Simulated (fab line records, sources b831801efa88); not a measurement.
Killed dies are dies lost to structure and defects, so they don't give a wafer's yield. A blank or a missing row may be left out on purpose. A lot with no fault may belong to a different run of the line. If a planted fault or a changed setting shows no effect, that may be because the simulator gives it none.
fab line records ; flow gf180mcu
[record] lots = 11; wafers = 33; last-day = 34
route steps=602 shown NSD@244 CONTACT@304 M1@320 M2@365
lots untouched by any fault: they come from a run of this same line in which no faults occurred
start-h: hours from the record's opening day to when the first of the lot's shown wafers began ; wait-h: hours elapsed since this lot's preceding step ; " repeats the value in the row above ; L1.1+2: one row covering several wafers at once ; - value missing, or start not given ; * or withheld: withheld ; < > ~ a bound
route shown NAME@n: NAME is a module with steps in the file, n the number in the route of the first one ; usual: average and standard deviation across the fault-free wafers ; same: alike in all rows ; chamber/n: place in a boat ; sites: per-site readings ; _std_site: standard deviation across them ; _edge_site: mean of outer sites minus mean of inner sites ; radius-mm: how far each site lies from the wafer's centre ; mask NAME#n: copy n ; behind: the tool/chamber that last shaped the wafer ; hold: cause of the lot's hold/its duration in hours/its outcome ; device: which transistor (n, p or np) failed to switch ; end of line: tests run on the same wafers once the route is complete ; where a step has no rows: the recipe by itself ; killed: dies lost to structure and defects at the first sort, not the wafer's yield ; map: a wafer's dies, x killed, . not, _ none there
set.NAME: the setting the step ran with; set.NAME@STEP: the setting that earlier step ran with ; model.NAME: the simulator's own value behind a step, which no gauge read
steps of the route over a sample of lots; a table a step, a row a wafer
services: a tool's chamber out of use, with start hour (start-h, from the record's first day; less than 0 if before it), hours out, and reason
[[steps]]
[step GF_NSD_IMPLANT_09]
[recipe] species = As; energy-kev = 58.57; dose-cm2 = 4e+15; tilt-deg = 7
[usual] beam-on-s = 17.4/0.9; dose-ions-cm2 = 4.001e+15/3.6e+12
lot.wafer;tool;chamber;start-h;wait-h;beam-on-s;dose-ions-cm2
L644.1;implanter-03;0;311.91;0.0;17.9;3.993e+15
L644.4;implanter-03;0;311.91;0.0;17.6;4.001e+15
L644.6;implanter-03;0;311.91;0.0;18.4;4e+15
L645.2;implanter-04;0;322.43;0.0;16.3;4e+15
L645.5;implanter-04;0;322.43;0.0;16.9;4.002e+15
L645.6;implanter-04;0;322.43;0.0;16.2;4.001e+15
L646.1;implanter-03;0;330.71;0.0;18.2;4.002e+15
L646.2;implanter-03;0;330.71;0.0;17.6;3.999e+15
L646.3;implanter-03;0;330.71;0.0;17.6;4.002e+15
L648.2;implanter-04;0;343.98;0.0;16.6;4.001e+15
L648.3;implanter-04;0;343.98;0.0;16.2;4.003e+15
L648.4;implanter-04;0;343.98;0.0;16.5;4.006e+15
L649.1;implanter-04;0;352.46;0.0;16.7;4e+15
L649.5;implanter-04;0;352.46;0.0;16.4;4.005e+15
L649.6;implanter-04;0;352.46;0.0;16.7;4.005e+15
L651.3;implanter-03;0;369.70;0.1;17.6;4.003e+15
L651.5;implanter-03;0;369.70;0.1;17.4;4.005e+15
L651.6;implanter-03;0;369.70;0.1;17.4;4.005e+15
L654.1;implanter-03;0;417.65;0.0;12.6;2.822e+15
L654.4;implanter-03;0;417.65;0.0;12.4;2.825e+15
L654.6;implanter-03;0;417.65;0.0;12.7;2.816e+15
L656.2;implanter-03;0;425.13;0.0;12.4;2.824e+15
L656.5;implanter-03;0;425.13;0.0;12.4;2.823e+15
L656.6;implanter-03;0;425.13;0.0;12.7;2.821e+15
L661.3;implanter-02;0;469.46;0.1;19.0;4.001e+15
L661.5;implanter-02;0;469.46;0.1;19.1;3.998e+15
L661.6;implanter-02;0;469.46;0.1;19.1;4.002e+15
L664.3;implanter-03;0;486.35;0.1;17.7;4.002e+15
L664.5;implanter-03;0;486.35;0.1;17.4;4.004e+15
L664.6;implanter-03;0;486.35;0.1;17.6;4.008e+15
L665.1;implanter-02;0;492.85;0.0;19.0;4.004e+15
L665.4;implanter-02;0;492.85;0.0;19.0;4.002e+15
L665.6;implanter-02;0;492.85;0.0;18.7;3.998e+15
[step GF_NSD_STRIP_11]
[recipe] chemistry = O2/N2; power-w = 1400; pressure-mtorr = 1500; platen-temp-c = 250; o2-flow-sccm = 3000; n2-flow-sccm = 300; overash-fraction = 0.5
[usual] chamber-pressure-mTorr = 1499.9/1.3; drypump-motor-current-A = 5.7/0.3; heater-power-w = 345/36; oes-product-au = 0.489/0.0051; strip-time-to-endpoint-s = 22.79/0.036
lot.wafer;tool;chamber;start-h;wait-h;chamber-pressure-mTorr;drypump-motor-current-A;heater-power-w;oes-product-au;rf-hours-counter-h;strip-time-to-endpoint-s
L644.1;plasma-asher-02;0;312.21;0.1;1499.5;5.6;356;0.494;65;22.79
L644.4;plasma-asher-02;1;312.21;0.1;1500.2;5.5;259;0.488;-;22.76
L644.6;plasma-asher-02;1;312.21;0.1;1501.6;5.5;268;0.493;-;22.79
L645.2;plasma-asher-04;0;322.70;0.1;1499.7;5.5;360;0.488;67;22.78
L645.5;plasma-asher-04;1;322.70;0.1;1500.0;5.9;372;0.483;-;22.83
L645.6;plasma-asher-04;0;322.70;0.1;1502.3;5.5;366;0.487;-;22.83
L646.1;plasma-asher-04;0;331.01;0.1;1501.5;5.5;369;0.485;68;22.75
L646.2;plasma-asher-04;1;331.01;0.1;1501.3;5.9;359;0.486;68;22.77
L646.3;plasma-asher-04;1;331.01;0.1;1500.2;5.9;373;0.486;-;22.78
L648.2;plasma-asher-02;1;344.26;0.1;1500.1;5.5;271;0.498;68;22.79
L648.3;plasma-asher-02;0;344.26;0.1;1500.1;5.6;363;0.482;-;22.80
L648.4;plasma-asher-02;1;344.26;0.1;1498.9;5.6;263;0.485;-;22.81
L649.1;plasma-asher-03;0;352.76;0.1;1500.8;5.5;367;0.487;57;22.78
L649.5;plasma-asher-03;1;352.76;0.1;1499.8;6.3;355;0.486;-;22.76
L649.6;plasma-asher-03;0;352.76;0.1;1500.8;5.5;370;0.487;-;22.72
L651.3;plasma-asher-04;0;369.99;0.1;1500.0;5.5;360;0.487;-;22.77
L651.5;plasma-asher-04;0;369.99;0.1;1500.9;5.5;362;0.489;-;22.77
L651.6;plasma-asher-04;1;369.99;0.1;1499.0;5.9;369;0.500;-;22.82
L654.1;plasma-asher-03;1;417.95;0.1;1500.6;6.3;353;0.494;63;21.53
L654.4;plasma-asher-03;1;417.95;0.1;1499.4;6.3;361;0.491;-;21.51
L654.6;plasma-asher-03;1;417.95;0.1;1501.3;6.3;353;0.511;-;21.49
L656.2;plasma-asher-03;0;425.41;0.1;1499.6;5.5;358;0.507;64;21.39
L656.5;plasma-asher-03;0;425.41;0.1;1501.5;5.5;366;0.499;-;21.40
L656.6;plasma-asher-03;1;425.41;0.1;1502.3;6.3;353;0.508;-;21.38
L661.3;plasma-asher-03;1;469.74;0.1;1500.8;6.3;342;0.479;-;22.82
L661.5;plasma-asher-03;0;469.74;0.1;1500.3;5.5;362;0.493;-;22.79
L661.6;plasma-asher-03;1;469.74;0.1;1498.5;6.3;344;0.494;-;22.82
L664.3;plasma-asher-04;0;486.63;0.1;1501.4;5.4;359;0.488;-;22.84
L664.5;plasma-asher-04;0;486.63;0.1;1500.7;5.5;362;0.499;-;22.81
L664.6;plasma-asher-04;1;486.63;0.1;1499.1;5.9;367;0.482;-;22.78
L665.1;plasma-asher-03;0;493.15;0.1;1497.9;5.5;357;0.494;71;22.70
L665.4;plasma-asher-03;0;493.15;0.1;1501.2;5.5;369;0.495;-;22.71
L665.6;plasma-asher-03;0;493.15;0.1;1498.7;5.5;356;0.485;-;22.73
[step GF_PSD_RS_MEAS_14]
[recipe] thk-meas-gauge = four-point-probe
[usual] NSD_RS = 46.54/0.087
lot.wafer;tool;chamber;start-h;wait-h;hold;NSD_RS[ohm/sq]
L644.1;film-metro-04;-;333.59;0.1;-;46.53
L644.4;film-metro-04;-;333.59;0.1;-;46.37
L644.6;film-metro-04;-;333.59;0.1;-;46.57
L645.2;film-metro-01;-;344.72;0.1;-;46.42
L645.5;film-metro-01;-;344.72;0.1;-;46.39
L645.6;film-metro-01;-;344.72;0.1;-;46.59
L646.1;film-metro-04;-;353.21;0.1;-;46.46
L646.2;film-metro-04;-;353.21;0.1;-;46.48
L646.3;film-metro-04;-;353.21;0.1;-;46.49
L648.2;film-metro-04;-;366.40;0.1;-;46.50
L648.3;film-metro-04;-;366.40;0.1;-;46.41
L648.4;film-metro-04;-;366.40;0.1;-;46.41
L649.1;film-metro-03;-;375.79;0.1;-;46.48
L649.5;film-metro-03;-;375.79;0.1;-;46.48
L649.6;film-metro-03;-;375.79;0.1;-;46.47
L651.3;film-metro-03;-;393.72;0.1;-;46.26
L651.5;film-metro-03;-;393.72;0.1;-;46.56
L651.6;film-metro-03;-;393.72;0.1;-;46.31
L654.1;film-metro-04;-;442.91;0.1;await-dispo/0.2h/release;48.79
L654.4;film-metro-04;-;442.91;0.1;await-dispo/0.2h/release;48.95
L654.6;film-metro-04;-;442.91;0.1;await-dispo/0.2h/release;48.89
L654.1;film-metro-04;-;443.20;0.3;-;48.95
L654.4;film-metro-04;-;443.20;0.3;-;49.03
L654.6;film-metro-04;-;443.20;0.3;-;48.80
L656.2;film-metro-03;-;450.81;0.1;await-dispo/0.2h/release;48.83
L656.5;film-metro-03;-;450.81;0.1;await-dispo/0.2h/release;48.93
L656.6;film-metro-03;-;450.81;0.1;await-dispo/0.2h/release;49.02
L656.2;film-metro-03;-;451.13;0.3;-;48.95
L656.5;film-metro-03;-;451.13;0.3;-;48.88
L656.6;film-metro-03;-;451.13;0.3;-;48.94
L661.3;film-metro-03;-;494.28;0.1;-;46.63
L661.5;film-metro-03;-;494.28;0.1;-;46.56
L661.6;film-metro-03;-;494.28;0.1;-;46.64
L664.3;film-metro-01;-;511.42;0.1;-;46.56
L664.5;film-metro-01;-;511.42;0.1;-;46.53
L664.6;film-metro-01;-;511.42;0.1;-;46.66
L665.1;film-metro-04;-;516.40;0.1;-;46.61
L665.4;film-metro-04;-;516.40;0.1;-;46.68
L665.6;film-metro-04;-;516.40;0.1;-;46.69
[step GF_CONTACT_ETCH_17]
[recipe] chemistry = C4F8/O2/Ar; mask-material = KrF; target = SiO2; stop-on = CoSi2; source-w = 1500; bias-w = 1200; pressure-mtorr = 40; c4f8-flow-sccm = withheld; O2_flow_sccm = 6; Ar_flow_sccm = 300; time-s = withheld; target-depth-a = 8600
[usual] chamber-pressure-mTorr = 40.00/0.035; oes-product-au = 0.815/0.0048; rf-fwd-power-W = 1495/4.6
lot.wafer;tool;chamber;start-h;wait-h;chamber-pressure-mTorr;oes-product-au;rf-fwd-power-W
L644.1;rie-diel-01;1;-;-;39.97;0.817;1494
L644.4;rie-diel-01;0;-;-;39.98;0.816;1493
L644.6;rie-diel-01;3;-;-;39.99;0.809;1498
L645.2;rie-diel-01;2;-;-;40.01;0.810;1485
L645.5;rie-diel-01;2;-;-;40.05;0.814;1488
L645.6;rie-diel-01;3;-;-;40.00;0.816;1496
L646.1;rie-diel-01;3;-;-;40.00;0.819;1500
L646.2;rie-diel-01;2;-;-;39.96;0.812;1499
L646.3;rie-diel-01;1;-;-;40.02;0.817;1498
L648.2;rie-diel-03;0;-;-;40.02;0.819;1500
L648.3;rie-diel-03;1;-;-;39.97;0.820;1492
L648.4;rie-diel-03;3;-;-;40.07;0.818;1492
L649.1;rie-diel-02;1;-;-;39.99;0.820;1495
L649.5;rie-diel-02;2;-;-;40.03;0.814;1496
L649.6;rie-diel-02;1;-;-;40.04;0.814;1491
L651.3;rie-diel-01;3;-;-;40.02;0.817;1486
L651.5;rie-diel-01;3;-;-;39.97;0.814;1494
L651.6;rie-diel-01;2;-;-;40.01;0.818;1498
L654.1;rie-diel-02;2;-;-;39.98;0.814;1502
L654.4;rie-diel-02;2;-;-;40.03;0.816;1502
L654.6;rie-diel-02;3;-;-;40.01;0.812;1490
L656.2;rie-diel-03;3;-;-;39.95;0.817;1491
L656.5;rie-diel-03;3;-;-;39.99;0.819;1487
L656.6;rie-diel-03;0;-;-;40.03;0.822;1487
L661.3;rie-diel-02;0;-;-;40.02;0.813;1488
L661.5;rie-diel-02;1;-;-;40.07;0.827;1498
L661.6;rie-diel-02;2;-;-;40.08;0.813;1497
L664.3;rie-diel-01;3;-;-;40.01;0.820;1495
L664.5;rie-diel-01;1;-;-;40.01;0.814;1493
L664.6;rie-diel-01;2;-;-;39.95;0.805;1501
L665.1;rie-diel-01;3;-;-;40.00;0.815;1499
L665.4;rie-diel-01;2;-;-;40.02;0.820;1491
L665.6;rie-diel-01;3;-;-;39.99;0.808;1492
[step GF_M1_RS_MEAS_05]
[recipe] thk-meas-gauge = four-point-probe; reads = TiN_of_M1_SPUTTER_04+Ti_of_M1_SPUTTER_03+AlCu_of_M1_SPUTTER_02+TiN_of_M1_SPUTTER_01+Ti_of_M1_SPUTTER_00
[usual] M1_ALCU_RS = 0.0692/0.00073
lot.wafer;tool;chamber;start-h;wait-h;M1_ALCU_RS[ohm/sq]
L644.1;film-metro-03;-;380.23;0.0;0.0694
L644.4;film-metro-03;-;380.23;0.0;0.0687
L644.6;film-metro-03;-;380.23;0.0;0.0690
L645.2;film-metro-01;-;392.72;0.0;0.0707
L645.5;film-metro-01;-;392.72;0.0;0.0695
L645.6;film-metro-01;-;392.72;0.0;0.0696
L646.1;film-metro-04;-;401.88;0.0;0.0693
L646.2;film-metro-04;-;401.88;0.0;0.0678
L646.3;film-metro-04;-;401.88;0.0;0.0689
L648.2;film-metro-01;-;415.60;0.0;0.0686
L648.3;film-metro-01;-;415.60;0.0;0.0687
L648.4;film-metro-01;-;415.60;0.0;0.0696
L649.1;film-metro-03;-;425.40;0.0;0.0697
L649.5;film-metro-03;-;425.40;0.0;0.0694
L649.6;film-metro-03;-;425.40;0.0;0.0678
L651.3;film-metro-01;-;444.65;0.1;0.0701
L651.5;film-metro-01;-;444.65;0.1;0.0686
L651.6;film-metro-01;-;444.65;0.1;0.0682
L654.1;film-metro-01;-;494.49;0.0;0.0686
L654.4;film-metro-01;-;494.49;0.0;0.0681
L654.6;film-metro-01;-;494.49;0.0;0.0690
L656.2;film-metro-03;-;501.57;0.0;0.0698
L656.5;film-metro-03;-;501.57;0.0;0.0701
L656.6;film-metro-03;-;501.57;0.0;0.0695
L661.3;film-metro-03;-;543.41;0.1;0.0677
L661.5;film-metro-03;-;543.41;0.1;0.0675
L661.6;film-metro-03;-;543.41;0.1;0.0687
L664.3;film-metro-04;-;560.82;0.1;0.0682
L664.5;film-metro-04;-;560.82;0.1;0.0686
L664.6;film-metro-04;-;560.82;0.1;0.0691
L665.1;film-metro-03;-;564.55;0.0;0.0692
L665.4;film-metro-03;-;564.55;0.0;0.0686
L665.6;film-metro-03;-;564.55;0.0;0.0693
[step GF_M2_SPUTTER_03]
[recipe] material = Ti; target-thk-nm = 10; substrate-temp-c = 300; chamber-pressure-pa = 0.3; power-w = 3000; time-s = 6.7
[usual] throttle-valve-pct = 30.5/0.84
lot.wafer;tool;chamber;start-h;wait-h;throttle-valve-pct
L644.1;pvd-sputter-02;-;430.36;0.0;30.5
L644.4;pvd-sputter-02;-;430.36;0.0;30.5
L644.6;pvd-sputter-02;-;430.36;0.0;30.2
L645.2;pvd-sputter-01;-;443.91;0.0;30.5
L645.5;pvd-sputter-01;-;443.91;0.0;30.4
L645.6;pvd-sputter-01;-;443.91;0.0;29.1
L646.1;pvd-sputter-03;-;453.81;0.0;30.8
L646.2;pvd-sputter-03;-;453.81;0.0;30.0
L646.3;pvd-sputter-03;-;453.81;0.0;32.0
L648.2;pvd-sputter-01;-;467.74;0.0;30.3
L648.3;pvd-sputter-01;-;467.74;0.0;28.7
L648.4;pvd-sputter-01;-;467.74;0.0;28.8
L649.1;pvd-sputter-01;-;477.33;0.0;29.1
L649.5;pvd-sputter-01;-;477.33;0.0;29.0
L649.6;pvd-sputter-01;-;477.33;0.0;30.5
L651.3;pvd-sputter-02;-;496.66;0.0;31.0
L651.5;pvd-sputter-02;-;496.66;0.0;30.5
L651.6;pvd-sputter-02;-;496.66;0.0;30.8
L654.1;pvd-sputter-01;-;544.51;0.0;29.1
L654.4;pvd-sputter-01;-;544.51;0.0;28.8
L654.6;pvd-sputter-01;-;544.51;0.0;30.9
L656.2;pvd-sputter-02;-;551.03;0.0;30.9
L656.5;pvd-sputter-02;-;551.03;0.0;30.7
L656.6;pvd-sputter-02;-;551.03;0.0;30.3
L661.3;pvd-sputter-02;-;590.10;0.0;31.1
L661.5;pvd-sputter-02;-;590.10;0.0;30.7
L661.6;pvd-sputter-02;-;590.10;0.0;30.6
L664.3;pvd-sputter-01;-;607.05;0.0;29.1
L664.5;pvd-sputter-01;-;607.05;0.0;29.2
L664.6;pvd-sputter-01;-;607.05;0.0;31.0
L665.1;pvd-sputter-02;-;609.96;0.0;30.6
L665.4;pvd-sputter-02;-;609.96;0.0;30.3
L665.6;pvd-sputter-02;-;609.96;0.0;30.9
[[services]]
tool;chamber;start-h;hours;kind
plasma-asher-04;-;296.57;4.1;repair
implanter-03;-;300.45;1.8;repair
rie-diel-02;0;305.18;8.0;repair
implanter-03;-;314.56;14.8;repair
plasma-asher-03;-;316.08;0.3;repair
rie-diel-01;0;323.90;8.6;repair
pvd-sputter-01;-;333.52;4.7;repair
pvd-sputter-02;-;364.91;4.7;repair
pvd-sputter-02;-;368.80;2.5;repair
pvd-sputter-02;-;377.14;0.6;repair
plasma-asher-03;-;377.37;2.8;pm
plasma-asher-03;-;391.00;3.7;repair
rie-diel-01;2;406.16;4.1;repair
implanter-03;-;409.56;2.8;pm
rie-diel-01;1;420.44;4.1;repair
plasma-asher-04;-;463.26;1.0;repair
rie-diel-01;2;510.28;4.2;repair
pvd-sputter-01;-;525.14;7.5;repair
rie-diel-01;3;526.49;5.6;repair
rie-diel-01;1;538.83;2.6;repair
rie-diel-01;0;551.28;17.2;repair
plasma-asher-04;-;551.47;2.8;pm
pvd-sputter-02;-;556.04;0.9;repair
rie-diel-01;-;569.22;2.8;pm
[[key]]
[first-sign] step = GF_NSD_IMPLANT_09; reading = dose-ions-cm2; direction = down; sigmas = 99+; usual = 4.001e+15; struck = 2.822e+15
[effect] step = GF_NSD_IMPLANT_09; reading = beam-on-s; direction = down; sigmas = 5.4; usual = 17.4; struck = 12.5
[effect] step = GF_NSD_STRIP_11; reading = strip-time-to-endpoint-s; direction = down; sigmas = 37; usual = *; struck = *
[effect] step = GF_PSD_RS_MEAS_14; reading = visit; direction = added
[effect] step = GF_PSD_RS_MEAS_14; reading = NSD_RS; direction = up; sigmas = 27; usual = 46.54; struck = 48.91
met-at GF_NSD_IMPLANT_09
struck-lots L654,L656
tester-left-out L654,L656
not-acting-at GF_CONTACT_ETCH_17,GF_M1_RS_MEAS_05,GF_M2_SPUTTER_03
onset-between 369.70 417.65
[fault] kind = process-parameter-drift; tool = implanter-03; chamber = -; onset-h = 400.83; steps = GF_NSD_IMPLANT_09; channel = dose-cm2; offset = -1.1788e+15; shape = step; end-h = 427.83; acts-in = these-recipes-only; stated = 4e+15
// tester-left-out: of these lots the tester's yield and bins aren't shown, on N5 and GAA mostly nor the transistor test; their killed dies are dies lost to structure and defects alone, not to doping, threshold or leakage, so they don't give the yield
